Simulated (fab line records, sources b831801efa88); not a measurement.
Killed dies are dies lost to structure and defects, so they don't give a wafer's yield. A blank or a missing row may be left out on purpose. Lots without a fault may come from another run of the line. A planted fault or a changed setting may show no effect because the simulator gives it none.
A struck lot beside a sound one | flow sky130 | 15 steps out of a route of 708
Sound: wafers L357.1, L357.5, L357.6. Struck: wafer L360.5. (L360.1, L360.6 of the same lot were not struck and are left out.) The cause comes at the end.
At each step with rows: each side's tool, then ch and its chambers, then its first start. Under that, the readings that differ: sound wafers | struck wafers | difference of the means | sigmas: that difference in standard deviations of wafers without a fault.
alike: readings whose means differ by less than 2 such deviations, and words and numbers that are the same on both sides. not compared: withheld readings, readings that some wafer has no value for, bounds like >300 that may hide the same value, and numbers for which the record gives no deviation and whose values overlap.
The two part at a step that has a row with sigmas, a row that says differs or no value, or rows on one side only. Numbers that don't overlap but have no deviation are shown without sigmas and don't part them. A reading that every wafer of one side lacks parts them only if that side has two wafers or more.

first, 4 steps without rows for these wafers: SKY_LI_CONTACT_SOFTBAKE_08 (time 90 s); SKY_LI_CONTACT_EXPOSE_09 (exposes mask LICM1, target cd 170 nm); SKY_LI_CONTACT_PEB_10; SKY_LI_CONTACT_DEVELOP_11 (develop time 60 s).
SKY_LI_CONTACT_CD_MEAS_12: target cd 170 nm.
  sound on cd_sem-01, day 35 12:20; struck on cd_sem-01, day 35 14:28
  alike: cd_nm
SKY_LI_CONTACT_OVL_MEAS_13:
  sound on overlay-02, day 35 12:28; struck on overlay-01, day 35 14:35
  alike: LI_CONTACT_OVL
SKY_LI_CONTACT_ETCH_14: etches BARC in N2/H2, stops on SiO2, time 45.9 s, target depth 60 nm.
  sound on rie_diel-01 ch 2,3, day 35 12:30; struck on rie_diel-04 ch 3, day 35 14:38
  alike: drypump_motor_current_A, oes_product_au, throttle_valve_pct
  not compared: rf_hours_counter_h
SKY_LI_CONTACT_ETCH_15: etches PSG in C4F8/O2/Ar, stops on Si, target depth 600 nm.
  sound on rie_diel-01 ch 2,3, day 35 12:32; struck on rie_diel-04 ch 3, day 35 14:40
  alike: oes_product_au
SKY_LI_CONTACT_STRIP_16: strips in O2/N2.
  sound on plasma_asher-03 ch 0,1, day 35 12:38; struck on plasma_asher-04 ch 0, day 35 14:46
  alike: drypump_motor_current_A, oes_product_au, strip_time_to_endpoint_s
  not compared: rf_hours_counter_h
then, 2 steps without rows for these wafers: SKY_LI_CONTACT_CLEAN_17 (cleans in NMP, time 600 s); SKY_LI_CONTACT_PRE_CLEAN_18 (time 5.6 s).
SKY_LI_CONTACT_SPUTTER_19: material Ti, target thk 20 nm, time 106.37 s.
  sound on pvd_sputter-02, day 35 12:55; struck on pvd_sputter-02, day 35 15:03
  alike: throttle_valve_pct
SKY_LI_CONTACT_SPUTTER_20: material TiN, target thk 20 nm, time 80 s.
  sound on pvd_sputter-02, day 35 13:00; struck on pvd_sputter-02, day 35 15:08
  reading                                        | sound             | struck | difference | sigmas
  model.TiN_of_LI_CONTACT_SPUTTER_20.thk_nm (nm) | 20.03 20.12 20.14 | 21.18  | +1.08      |
  alike: throttle_valve_pct
SKY_LI_CONTACT_CVD_21: deposits W, target thk 400 nm, time 120.56 s.
  sound on cvd_w-02 ch 0,1, day 35 13:04; struck on cvd_w-01 ch 0, day 35 15:11
  alike: heater_power_w
then, 1 step without rows for these wafers: SKY_PAD_OPEN_PROBE_99.

WHERE THEY PART
Nowhere in this record.

WHY: what the simulator had put in
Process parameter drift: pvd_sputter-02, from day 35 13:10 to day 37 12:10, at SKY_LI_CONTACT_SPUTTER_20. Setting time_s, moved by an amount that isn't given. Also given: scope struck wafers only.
